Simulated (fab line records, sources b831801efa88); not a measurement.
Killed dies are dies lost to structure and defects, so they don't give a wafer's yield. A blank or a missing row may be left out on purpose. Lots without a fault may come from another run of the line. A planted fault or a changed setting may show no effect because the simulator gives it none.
Problem report in the 8D (eight disciplines) form, filled by code | flow sky130 | the parts of the form that need people (team, actions taken, sign-off) are left out

1. THE PROBLEM
GATE_OXIDE_TW at SKY_GATE_OXIDE_TW_MEAS_14 reads a mean of 336.8 on 6 wafers of 2 lots; wafers without a fault read 224.4 with a standard deviation of 1.4. That is +80 standard deviations from the usual mean.
First seen on wafer L566.2, day 16 08:31, on film_metro-03. The record holds 36 wafers of 12 lots with a number at this step. Rule for "out", or "out of limits": more than 4 standard deviations from the usual mean. The other wafers with a number count as sound.

2. WHAT IT IS AND WHAT IT IS NOT
question                    | is                           | is not
which readings at this step | GATE_OXIDE_TW                | -
which lots                  | L566, L567                   | L559, L560, L569, L572, L576, L577, L578, L579, L580, L581
which wafers of those lots  | all that have a number       | -
read on which gauges        | film_metro-01, film_metro-03 | film_metro-04
when                        | from day 16 08:31            | up to then (6 sound wafers); but 24 sound wafers of L569, L572, L576, L577, L578, L579, L580, L581 came after

3. SUSPECTS, AND WHAT RULES EACH OUT
Counting: a tool at a process step up to the reading stays a suspect if it ran every lot that is out and no sound lot after the first of them.
- the gauge at SKY_GATE_OXIDE_TW_MEAS_14: ruled out. The wafers that are out were read on 2 gauges (film_metro-01, film_metro-03).
- implanter-02 at SKY_GATE_OXIDE_IMPLANT_11: ruled out as a lasting fault. Sound lots L580 ran on it after its first lot that is out, L566 (day 16 08:11).
Left after counting: nothing in the record.

4. THE CAUSE (what the simulator had put in)
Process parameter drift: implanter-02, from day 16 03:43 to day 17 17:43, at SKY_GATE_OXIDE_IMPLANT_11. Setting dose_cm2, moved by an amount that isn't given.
Counting ruled it out, wrongly: the rule takes a fault to strike every lot that its tool runs from its start on, and this one did not.

5. THE CHAIN OF EFFECTS, in route order
Each row: a reading whose mean over the struck wafers that have a number lies more than 3 standard deviations from the usual. Only readings for which the record gives a usual standard deviation are gone through. hours: the time from each lot's start at the first step in this table that gives one to its start at this step, as a median over the lots. sigmas: the change in usual standard deviations.
hours | step                      | reading            | usual      | on struck wafers | change      | sigmas
0     | SKY_GATE_OXIDE_IMPLANT_11 | dose_ions_cm2      | 2.6002e+12 | 1.0198e+13       | +7.5976e+12 | +99 or more
0     | SKY_GATE_OXIDE_IMPLANT_11 | faraday_current_uA | 14.64      | 57.14            | +42.50      | +99 or more
0     | SKY_GATE_OXIDE_TW_MEAS_14 | GATE_OXIDE_TW      | 224.4      | 336.8            | +112.4      | +80
The process steps in it:
- SKY_GATE_OXIDE_IMPLANT_11

6. WHAT WOULD HAVE CAUGHT IT SOONER
In this record the first reading out of limits at a measuring or inspecting step was taken at day 16 08:31, 5 hours after the fault began at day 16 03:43.
The tool's own readings at SKY_GATE_OXIDE_IMPLANT_11 were out on every struck wafer that the step has a row for (dose_ions_cm2, faraday_current_uA): an alarm limit on them would have fired on the first of those.
